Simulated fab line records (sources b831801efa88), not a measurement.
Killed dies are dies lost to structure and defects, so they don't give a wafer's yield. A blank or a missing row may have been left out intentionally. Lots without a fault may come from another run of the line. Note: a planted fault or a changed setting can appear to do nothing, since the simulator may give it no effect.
fab line records    flow sky130    part 1 of 2: steps 1 to 26 of 36
record: lots: 5  wafers: 15  last_day: 50
route steps=708 shown VIA1@459 METAL2@483
lots that met no fault: from a run of the same line without faults
start_h: hours from the record's first day to the start of the lot's first wafer shown    wait_h: hours since the lot's step before    " same as the row above    L1.1+2: one row covering several wafers at once    - no value present, or no start provided    * or withheld: withheld    < > ~ a bound
route shown NAME@n: NAME is a module with steps in the file, n the number in the route of the first one    usual: the fault-free wafers' mean and standard deviation    same: alike in all rows    chamber/n: place in a boat    sites: readings site by site    _std_site: their standard deviation    _edge_site: the outer-site mean with the inner-site mean subtracted    radius_mm: how far each site lies from the wafer's centre    mask NAME#n: copy n    behind: tool/chamber where the wafer was last shaped    hold: what put the lot on hold/how long, in hours/how the hold closed    device: transistor that didn't switch, given as n, p or np    end of line: the route-end tests of the same wafers    a step without rows: its recipe alone    killed: dies that structure and defects cost at the first sort, which is not the same as the wafer's yield    map: a wafer's dies, marking killed ones x, the rest . and places with no die _
set.NAME: setting as actually run; set.NAME@STEP: the setting as run at that earlier step    model.NAME: the simulator's own value behind a step, which no gauge read
lots at some steps of the route; a table a step, a row a wafer
services: a tool's chamber out of use, with start hour (start_h, from the record's first day; less than 0 if before it), hours out, and reason
== steps ==
step: SKY_VIA1_THK_MEAS_01
recipe: reads: SiO2_of_VIA1_HDPCVD_00
usual: VIA1_HDPCVD_THK: 1027/13
lot.wafer  tool           chamber  start_h  wait_h  VIA1_HDPCVD_THK[nm]
L081.3     film_metro-01  -        805.73   0.1     1012
L081.4     "              -        "        "       1019
L081.5     "              -        "        "       1005
L085.1     film_metro-03  -        853.05   0.1     1051
L085.5     "              -        "        "       1043
L085.6     "              -        "        "       1034
L091.2     film_metro-01  -        909.82   0.1     1037
L091.4     "              -        "        "       1031
L091.6     "              -        "        "       1029
L093.2     film_metro-01  -        916.54   0.1     1036
L093.4     "              -        "        "       1045
L093.5     "              -        "        "       1014
L095.3     film_metro-04  -        923.98   0.1     1024
L095.4     "              -        "        "       1034
L095.6     "              -        "        "       1042
step: SKY_VIA1_CMP_02
recipe: material: SiO2  down_force_psi: 4  platen_rpm: 60  pad_velocity_m_s: 0.94248
usual: motor_current_A: 12.9/1.1
lot.wafer  tool    chamber  start_h  wait_h  motor_current_A
L081.3     cmp-02  3        805.77   0.0     11.9
L081.4     "       2        "        "       11.9
L081.5     "       3        "        "       12.2
L085.1     cmp-01  0        853.21   0.1     14.1
L085.5     "       2        "        "       13.0
L085.6     "       3        "        "       11.9
L091.4     cmp-01  2        909.87   0.0     13.0
L091.2     "       0        "        "       13.5
L091.6     "       2        "        "       13.3
L093.4     cmp-02  3        916.59   0.0     11.8
L093.2     "       2        "        "       11.5
L093.5     "       0        "        "       15.0
L095.3     cmp-01  2        924.07   0.1     12.9
L095.4     "       0        "        "       13.8
L095.6     "       1        "        "       13.2
step: SKY_VIA1_BOW_MEAS_03
recipe: mode: bow
usual: VIA1_BOW: 78/7.3
lot.wafer  tool           chamber  start_h  wait_h  VIA1_BOW[um]
L081.3     film_metro-04  -        806.11   0.3     80
L081.4     "              -        "        "       78
L081.5     "              -        "        "       94
L085.1     film_metro-04  -        853.41   0.1     71
L085.5     "              -        "        "       84
L085.6     "              -        "        "       78
L091.2     film_metro-04  -        910.19   0.2     70
L091.4     "              -        "        "       89
L091.6     "              -        "        "       84
L093.2     film_metro-01  -        916.91   0.1     85
L093.4     "              -        "        "       81
L093.5     "              -        "        "       65
L095.3     film_metro-04  -        924.36   0.2     79
L095.4     "              -        "        "       84
L095.6     "              -        "        "       76
step: SKY_VIA1_DEHYDRATE_04
recipe: temp_c: 200  time_s: 60
usual: chill_plate_temp_C: 23.00/0.1
lot.wafer  tool            chamber  start_h  wait_h  chill_plate_temp_C
L081.3     litho_track-03  0        819.78   13.7    23.16
L081.4     "               0        "        "       22.94
L081.5     "               0        "        "       22.98
L085.1     litho_track-03  0        865.88   12.5    22.97
L085.5     "               0        "        "       22.95
L085.6     "               0        "        "       23.06
L091.2     litho_track-02  0        922.28   12.1    23.09
L091.4     "               0        "        "       23.01
L091.6     "               0        "        "       22.97
L093.2     litho_track-02  0        928.98   12.0    23.02
L093.4     "               0        "        "       23.11
L093.5     "               0        "        "       22.76
L095.3     litho_track-04  0        935.54   11.2    22.98
L095.4     "               0        "        "       23.07
L095.6     "               0        "        "       23.00
step: SKY_VIA1_HMDS_05
recipe: prime_time_s: 60  prime_temp_c: 120
usual: chill_plate_temp_C: 22.99/0.11
lot.wafer  tool            chamber  start_h  wait_h  chill_plate_temp_C
L081.3     litho_track-03  0        819.93   0.1     23.11
L081.4     "               0        "        "       23.14
L081.5     "               0        "        "       23.20
L085.1     litho_track-03  0        866.03   0.1     23.18
L085.5     "               0        "        "       22.87
L085.6     "               0        "        "       23.09
L091.2     litho_track-02  0        922.43   0.1     23.07
L091.4     "               0        "        "       22.98
L091.6     "               0        "        "       22.91
L093.2     litho_track-02  0        929.13   0.1     23.06
L093.4     "               0        "        "       23.06
L093.5     "               0        "        "       22.90
L095.3     litho_track-04  0        935.69   0.1     22.88
L095.4     "               0        "        "       22.86
L095.6     "               0        "        "       22.89
step: SKY_VIA1_COAT_06
recipe: resist: BARC  temp_c: withheld  time_s: withheld  spin_rpm: 3000  resist_thk_nm: 60
usual: chill_plate_temp_C: *
lot.wafer  tool            chamber  start_h  wait_h  chill_plate_temp_C
L081.3     litho_track-03  0        820.08   0.1     *
L081.4     "               0        "        "       *
L081.5     "               0        "        "       *
L085.1     litho_track-03  0        866.18   0.1     *
L085.5     "               0        "        "       *
L085.6     "               0        "        "       *
L091.2     litho_track-02  0        922.58   0.1     *
L091.4     "               0        "        "       *
L091.6     "               0        "        "       *
L093.2     litho_track-02  0        929.28   0.1     *
L093.4     "               0        "        "       *
L093.5     "               0        "        "       *
L095.3     litho_track-04  0        935.84   0.1     *
L095.4     "               0        "        "       *
L095.6     "               0        "        "       *
step: SKY_VIA1_COAT_07
recipe: resist: KrF-thick  spin_rpm: 3000  resist_thk_nm: 450
usual: chill_plate_temp_C: 23.02/0.1
lot.wafer  tool            chamber  start_h  wait_h  chill_plate_temp_C
L081.3     litho_track-03  0        -        -       23.19
L081.4     "               0        "        "       23.00
L081.5     "               0        "        "       23.17
L085.1     litho_track-03  0        -        -       22.96
L085.5     "               0        "        "       22.90
L085.6     "               0        "        "       22.94
L091.2     litho_track-02  0        -        -       22.93
L091.4     "               0        "        "       22.89
L091.6     "               0        "        "       22.96
L093.2     litho_track-02  0        -        -       23.08
L093.4     "               0        "        "       23.05
L093.5     "               0        "        "       23.13
L095.3     litho_track-04  0        -        -       23.23
L095.4     "               0        "        "       23.20
L095.6     "               0        "        "       23.20
step: SKY_VIA1_SOFTBAKE_08
recipe: temp_c: 100  time_s: 90  resist: KrF-thick
usual: chill_plate_temp_C: 23.00/0.12
lot.wafer  tool            chamber  start_h  wait_h  chill_plate_temp_C
L081.3     litho_track-03  0        -        -       23.13
L081.4     "               0        "        "       23.10
L081.5     "               0        "        "       23.06
L085.1     litho_track-03  0        -        -       22.84
L085.5     "               0        "        "       23.06
L085.6     "               0        "        "       22.84
L091.2     litho_track-02  0        -        -       23.03
L091.4     "               0        "        "       23.02
L091.6     "               0        "        "       23.03
L093.2     litho_track-02  0        -        -       22.92
L093.4     "               0        "        "       22.99
L093.5     "               0        "        "       22.97
L095.3     litho_track-04  0        -        -       23.08
L095.4     "               0        "        "       22.88
L095.6     "               0        "        "       23.12
step: SKY_VIA1_EXPOSE_09
recipe: mask_id: VIM  na: 0.8  source_shape: annular  sigma_inner: 0.55  sigma_outer: 0.85  target_cd_nm: 150  dose_mj: 38
usual: focus_offset_nm: 0.0/0.52
lot.wafer  tool            chamber  start_h  wait_h  mask   focus_offset_nm
L081.3     krf_scanner-01  0        -        -       VIM#0  0.1
L081.4     "               0        "        "       VIM#0  -0.1
L081.5     "               0        "        "       VIM#0  -0.6
L085.1     krf_scanner-01  0        -        -       VIM#0  0.0
L085.5     "               0        "        "       VIM#0  0.4
L085.6     "               0        "        "       VIM#0  0.3
L091.2     krf_scanner-02  0        -        -       VIM#0  -0.5
L091.4     "               0        "        "       VIM#0  -0.8
L091.6     "               0        "        "       VIM#0  -0.6
L093.2     krf_scanner-01  0        -        -       VIM#0  -0.5
L093.4     "               0        "        "       VIM#0  -0.6
L093.5     "               0        "        "       VIM#0  -1.0
L095.3     krf_scanner-01  0        -        -       VIM#0  0.2
L095.4     "               0        "        "       VIM#0  -0.4
L095.6     "               0        "        "       VIM#0  1.0
step: SKY_VIA1_PEB_10
recipe: peb_temp_c: withheld  peb_time_s: withheld  resist: KrF-thick
usual: chill_plate_temp_C: *
lot.wafer  tool            chamber  start_h  wait_h  chill_plate_temp_C
L081.3     litho_track-03  0        -        -       *
L081.4     "               0        "        "       *
L081.5     "               0        "        "       *
L085.1     litho_track-03  0        -        -       *
L085.5     "               0        "        "       *
L085.6     "               0        "        "       *
L091.2     litho_track-02  0        -        -       *
L091.4     "               0        "        "       *
L091.6     "               0        "        "       *
L093.2     litho_track-04  0        -        -       *
L093.4     "               0        "        "       *
L093.5     "               0        "        "       *
L095.3     litho_track-03  0        -        -       *
L095.4     "               0        "        "       *
L095.6     "               0        "        "       *
step: SKY_VIA1_DEVELOP_11
recipe: develop_time_s: 60  resist: KrF-thick  dev_temp_c: 21
usual: chill_plate_temp_C: 22.99/0.12
lot.wafer  tool            chamber  start_h  wait_h  chill_plate_temp_C
L081.3     litho_track-03  0        -        -       22.96
L081.4     "               0        "        "       22.94
L081.5     "               0        "        "       22.99
L085.1     litho_track-03  0        -        -       22.98
L085.5     "               0        "        "       22.96
L085.6     "               0        "        "       22.81
L091.2     litho_track-02  0        -        -       22.85
L091.4     "               0        "        "       23.00
L091.6     "               0        "        "       22.80
L093.2     litho_track-04  0        -        -       22.98
L093.4     "               0        "        "       23.05
L093.5     "               0        "        "       22.86
L095.3     litho_track-03  0        -        -       23.03
L095.4     "               0        "        "       23.11
L095.6     "               0        "        "       23.07
step: SKY_VIA1_CD_MEAS_12
recipe: target_cd_nm: 150
usual: cd_nm: 150.8/1.9
lot.wafer  tool       chamber  start_h  wait_h  cd_nm
L081.3     cd_sem-02  -        833.07   -       149.9
L081.4     "          -        "        "       151.1
L081.5     "          -        "        "       149.3
L085.1     cd_sem-02  -        879.48   -       151.0
L085.5     "          -        "        "       150.1
L085.6     "          -        "        "       153.8
L091.2     cd_sem-02  -        935.13   -       150.2
L091.4     "          -        "        "       150.3
L091.6     "          -        "        "       149.7
L093.2     cd_sem-02  -        941.86   -       151.0
L093.4     "          -        "        "       152.2
L093.5     "          -        "        "       152.9
L095.3     cd_sem-02  -        947.92   -       147.8
L095.4     "          -        "        "       149.8
L095.6     "          -        "        "       149.0
step: SKY_VIA1_OVL_MEAS_13
usual: VIA1_OVL: 1/4.7
lot.wafer  tool        chamber  start_h  wait_h  VIA1_OVL[nm]
L081.3     overlay-02  -        833.17   0.1     1
L081.4     "           -        "        "       0
L081.5     "           -        "        "       2
L085.1     overlay-02  -        879.60   0.1     6
L085.5     "           -        "        "       11
L085.6     "           -        "        "       -1
L091.2     overlay-02  -        935.23   0.1     4
L091.4     "           -        "        "       -1
L091.6     "           -        "        "       -3
L093.2     overlay-02  -        941.97   0.1     7
L093.4     "           -        "        "       -1
L093.5     "           -        "        "       3
L095.3     overlay-02  -        948.02   0.1     -3
L095.4     "           -        "        "       -3
L095.6     "           -        "        "       -9
step: SKY_VIA1_ETCH_14
recipe: chemistry: N2/H2  target: BARC  ion_energy_ev: 200  source_w: 500  bias_w: 100  pressure_mtorr: 30  n2_flow_sccm: 100  h2_flow_sccm: 200  stop_on: SiO2  time_s: 45.9  target_depth_a: 600
usual: drypump_motor_current_A: 5.5/0.55  oes_product_au: 0.854/0.0042  throttle_valve_pct: 13.225/0.0095
lot.wafer  tool         chamber  start_h  wait_h  drypump_motor_current_A  oes_product_au  rf_hours_counter_h  throttle_valve_pct
L081.3     rie_diel-02  2        833.19   0.0     5.8                      0.851           2                   13.226
L081.4     "            3        "        "       6.1                      0.854           14                  13.228
L081.5     "            1        "        "       6.4                      0.852           -                   13.217
L085.1     rie_diel-03  1        879.64   0.0     5.0                      0.866           14                  13.222
L085.5     "            2        "        "       4.8                      0.849           -                   13.227
L085.6     "            1        "        "       5.0                      0.850           -                   13.211
L091.2     rie_diel-04  1        935.26   0.0     5.6                      0.850           24                  13.221
L091.4     "            2        "        "       5.7                      0.858           13                  13.220
L091.6     "            0        "        "       6.0                      0.852           -                   13.229
L093.2     rie_diel-04  0        942.00   0.0     6.0                      0.856           23                  13.213
L093.4     "            3        "        "       4.9                      0.857           8                   13.227
L093.5     "            2        "        "       5.6                      0.847           -                   13.206
L095.3     rie_diel-03  0        948.04   0.0     6.1                      0.855           16                  13.211
L095.4     "            2        "        "       4.8                      0.854           -                   13.242
L095.6     "            1        "        "       5.0                      0.859           -                   13.233
step: SKY_VIA1_ETCH_15
recipe: target: SiO2  chemistry: C4F8/O2/Ar  target_depth_nm: 351  stop_on: TiN  mask_material: KrF-thick  source_w: 1500  bias_w: 1200  pressure_mtorr: 40  c4f8_flow_sccm: withheld  O2_flow_sccm: 6  Ar_flow_sccm: 300  time_s: 54
usual: oes_product_au: 0.981/0.0058
lot.wafer  tool         chamber  start_h  wait_h  oes_product_au  rf_hours_counter_h
L081.3     rie_diel-02  2        833.23   0.0     0.979           2
L081.4     "            3        "        "       0.990           14
L081.5     "            1        "        "       0.982           -
L085.1     rie_diel-03  1        879.68   0.0     0.984           14
L085.5     "            2        "        "       0.982           -
L085.6     "            1        "        "       0.983           -
L091.2     rie_diel-04  1        935.30   0.0     0.984           24
L091.4     "            2        "        "       0.984           13
L091.6     "            0        "        "       0.991           -
L093.2     rie_diel-04  0        942.04   0.0     0.995           23
L093.4     "            3        "        "       0.993           8
L093.5     "            2        "        "       0.993           -
L095.3     rie_diel-03  0        948.08   0.0     0.979           16
L095.4     "            2        "        "       0.983           -
L095.6     "            1        "        "       0.977           -
step: SKY_VIA1_STRIP_16
recipe: chemistry: O2/N2  power_w: 1400  pressure_mtorr: 1500  platen_temp_c: withheld  o2_flow_sccm: 3000  n2_flow_sccm: 300  overash_fraction: 0.5
usual: drypump_motor_current_A: 6.0/0.51  oes_product_au: 0.416/0.0044  strip_time_to_endpoint_s: 4.457/0.019
lot.wafer  tool             chamber  start_h  wait_h  drypump_motor_current_A  oes_product_au  rf_hours_counter_h  strip_time_to_endpoint_s
L081.3     plasma_asher-04  1        833.31   0.1     6.8                      0.413           -                   4.450
L081.4     "                0        "        "       5.2                      0.417           -                   4.452
L081.5     "                0        "        "       5.2                      0.417           -                   4.450
L085.1     plasma_asher-04  1        879.73   0.0     6.8                      0.418           14                  4.471
L085.5     "                0        "        "       5.2                      0.416           -                   4.456
L085.6     "                1        "        "       6.7                      0.411           -                   4.451
L091.2     plasma_asher-03  0        935.35   0.0     5.7                      0.411           53                  4.421
L091.4     "                1        "        "       6.3                      0.417           -                   4.450
L091.6     "                0        "        "       5.6                      0.415           -                   4.457
L093.2     plasma_asher-04  0        942.08   0.0     5.2                      0.415           21                  4.433
L093.4     "                1        "        "       6.8                      0.416           -                   4.449
L093.5     "                0        "        "       5.2                      0.417           -                   4.432
L095.3     plasma_asher-02  1        948.16   0.1     6.2                      0.416           -                   4.420
L095.4     "                0        "        "       5.8                      0.422           -                   4.450
L095.6     "                0        "        "       5.8                      0.412           -                   4.425
step: SKY_VIA1_STRIP_17
recipe: chemistry: post_etch_residue_remover  time_s: 1200  temp_c: 72.5
lot.wafer   tool          chamber  start_h  wait_h
L081.3+4+5  wet_bench-03  1        833.38   0.0
L085.1+5+6  wet_bench-04  1        879.83   0.1
L091.2+4+6  wet_bench-04  1        935.45   0.1
L093.2+4+5  wet_bench-02  2        942.18   0.1
L095.3+4+6  wet_bench-04  0        948.23   0.0
step: SKY_VIA1_CLEAN_18
recipe: chemistry: IPA  time_s: 180  temp_c: 25
lot.wafer   tool          chamber  start_h  wait_h
L081.3+4+5  wet_bench-02  3        833.72   0.0
L085.1+5+6  wet_bench-04  1        880.20   0.0
L091.2+4+6  wet_bench-04  3        935.79   0.0
L093.2+4+5  wet_bench-04  0        942.56   0.0
L095.3+4+6  wet_bench-03  1        948.57   0.0
step: SKY_VIA1_CLEAN_19
recipe: chemistry: O3/DIW  dry: n2_spin
lot.wafer   tool          chamber  start_h  wait_h
L081.3+4+5  wet_bench-04  1        833.78   0.0
L085.1+5+6  wet_bench-04  0        880.27   0.0
L091.2+4+6  wet_bench-04  0        935.85   0.0
L093.2+4+5  wet_bench-03  3        942.62   0.0
L095.3+4+6  wet_bench-02  1        948.63   0.0
step: SKY_VIA1_SPUTTER_20
recipe: material: TiN  target_thk_nm: 20  chamber_pressure_pa: 5  power_w: 4000  time_s: 80
usual: throttle_valve_pct: 29.7/0.84
lot.wafer  tool            chamber  start_h  wait_h  throttle_valve_pct
L081.3     pvd_sputter-03  -        833.87   0.0     30.1
L081.4     "               -        "        "       29.5
L081.5     "               -        "        "       29.8
L085.1     pvd_sputter-03  -        880.37   0.0     30.8
L085.5     "               -        "        "       31.3
L085.6     "               -        "        "       30.1
L091.2     pvd_sputter-02  -        935.94   0.0     30.5
L091.4     "               -        "        "       30.6
L091.6     "               -        "        "       30.4
L093.2     pvd_sputter-04  -        942.71   0.0     29.7
L093.4     "               -        "        "       31.1
L093.5     "               -        "        "       30.0
L095.3     pvd_sputter-03  -        948.73   0.0     31.1
L095.4     "               -        "        "       29.5
L095.6     "               -        "        "       28.7
step: SKY_VIA1_CVD_21
recipe: material: W  target_thk_nm: 270  time_s: 80.902  temp_c: 400  pressure_torr: 40
usual: heater_power_w: 901/89
lot.wafer  tool      chamber  start_h  wait_h  heater_power_w
L081.3     cvd_w-02  1        833.96   0.1     883
L081.4     "         0        "        "       1012
L081.5     "         1        "        "       874
L085.1     cvd_w-01  1        880.43   0.0     894
L085.5     "         0        "        "       834
L085.6     "         1        "        "       891
L091.2     cvd_w-02  0        936.00   0.0     1069
L091.4     "         1        "        "       887
L091.6     "         0        "        "       1027
L093.2     cvd_w-02  1        942.77   0.0     870
L093.4     "         1        "        "       902
L093.5     "         1        "        "       884
L095.3     cvd_w-01  0        948.82   0.1     754
L095.4     "         1        "        "       880
L095.6     "         0        "        "       760
step: SKY_VIA1_RS_MEAS_22
recipe: thk_meas_gauge: four-point-probe  reads: W_of_VIA1_CVD_21+TiN_of_VIA1_SPUTTER_20
usual: VIA1_W_RS: 0.424/0.0058
lot.wafer  tool           chamber  start_h  wait_h  VIA1_W_RS[ohm/sq]
L081.3     film_metro-01  -        834.06   0.1     0.423
L081.4     "              -        "        "       0.425
L081.5     "              -        "        "       0.417
L085.1     film_metro-03  -        880.52   0.1     0.424
L085.5     "              -        "        "       0.421
L085.6     "              -        "        "       0.423
L091.2     film_metro-04  -        936.12   0.1     0.425
L091.4     "              -        "        "       0.422
L091.6     "              -        "        "       0.427
L093.2     film_metro-03  -        942.89   0.1     0.415
L093.4     "              -        "        "       0.417
L093.5     "              -        "        "       0.412
L095.3     film_metro-03  -        948.92   0.1     0.421
L095.4     "              -        "        "       0.425
L095.6     "              -        "        "       0.421
step: SKY_VIA1_THK_MEAS_23
recipe: thk_meas_gauge: xrf  reads: W_of_VIA1_CVD_21
usual: VIA1_W_THK: 274/4.3
lot.wafer  tool           chamber  start_h  wait_h  VIA1_W_THK[nm]
L081.3     film_metro-01  -        834.16   0.1     275
L081.4     "              -        "        "       276
L081.5     "              -        "        "       280
L085.1     film_metro-03  -        880.64   0.1     276
L085.5     "              -        "        "       280
L085.6     "              -        "        "       278
L091.2     film_metro-04  -        936.23   0.1     273
L091.4     "              -        "        "       274
L091.6     "              -        "        "       272
L093.2     film_metro-03  -        943.00   0.1     279
L093.4     "              -        "        "       278
L093.5     "              -        "        "       281
L095.3     film_metro-03  -        949.02   0.1     274
L095.4     "              -        "        "       272
L095.6     "              -        "        "       275
step: SKY_VIA1_CMP_24
recipe: stop_on: SiO2  t_overpolish_s: 15  down_force_psi: 3.5  platen_rpm: 60  target_thk_nm: 0  pad_velocity_m_s: 0.94248
usual: motor_current_A: 11.8/1.1  overpolish_run_s: 15.001/0.0097  time_to_endpoint_s: 64/3.8
lot.wafer  tool    chamber  start_h  wait_h  motor_current_A  overpolish_run_s  time_to_endpoint_s
L081.4     cmp-01  3        834.25   0.1     10.9             14.993            65
L081.3     "       0        "        "       12.4             15.013            62
L081.5     "       2        "        "       13.7             15.009            68
L085.1     cmp-02  3        880.80   0.1     10.6             15.008            59
L085.5     "       1        "        "       11.5             14.991            68
L085.6     "       2        "        "       10.8             14.995            67
L091.2     cmp-01  3        936.33   0.1     10.1             14.993            67
L091.4     "       0        "        "       12.8             15.004            60
L091.6     "       2        "        "       12.6             15.006            67
L093.4     cmp-02  0        943.05   0.0     13.1             15.003            57
L093.2     "       1        "        "       11.8             15.006            69
L093.5     "       1        "        "       11.5             15.017            67
L095.4     cmp-01  1        949.11   0.1     12.6             14.988            61
L095.3     "       2        "        "       12.3             15.005            68
L095.6     "       0        "        "       12.7             14.986            61
step: SKY_METAL2_SPUTTER_00
recipe: material: Ti  target_thk_nm: 15  power_w: 3000  time_s: 10  chamber_pressure_pa: 0.4
usual: throttle_valve_pct: 29.4/1.1
lot.wafer  tool            chamber  start_h  wait_h  throttle_valve_pct
L081.3     pvd_sputter-03  -        834.50   0.1     29.1
L081.4     "               -        "        "       29.4
L081.5     "               -        "        "       30.2
L085.1     pvd_sputter-02  -        881.00   0.1     29.2
L085.5     "               -        "        "       30.6
L085.6     "               -        "        "       29.0
L091.2     pvd_sputter-03  -        936.58   0.2     30.9
L091.4     "               -        "        "       30.0
L091.6     "               -        "        "       31.0
L093.2     pvd_sputter-02  -        943.35   0.2     30.5
L093.4     "               -        "        "       29.2
L093.5     "               -        "        "       29.0
L095.3     pvd_sputter-01  -        949.36   0.1     30.2
L095.4     "               -        "        "       28.4
L095.6     "               -        "        "       29.2
step: SKY_METAL2_SPUTTER_01
recipe: material: TiN  target_thk_nm: 20  power_w: 6500  time_s: 16.7  chamber_pressure_pa: 0.4
usual: throttle_valve_pct: 29.4/1.1
lot.wafer  tool            chamber  start_h  wait_h  throttle_valve_pct
L081.3     pvd_sputter-03  -        834.53   0.0     29.2
L081.4     "               -        "        "       29.6
L081.5     "               -        "        "       29.9
L085.1     pvd_sputter-02  -        881.02   0.0     28.9
L085.5     "               -        "        "       30.9
L085.6     "               -        "        "       29.0
L091.2     pvd_sputter-03  -        936.60   0.0     31.1
L091.4     "               -        "        "       30.0
L091.6     "               -        "        "       31.0
L093.2     pvd_sputter-02  -        943.37   0.0     30.4
L093.4     "               -        "        "       29.4
L093.5     "               -        "        "       29.0
L095.3     pvd_sputter-01  -        949.39   0.0     30.2
L095.4     "               -        "        "       27.9
L095.6     "               -        "        "       29.8
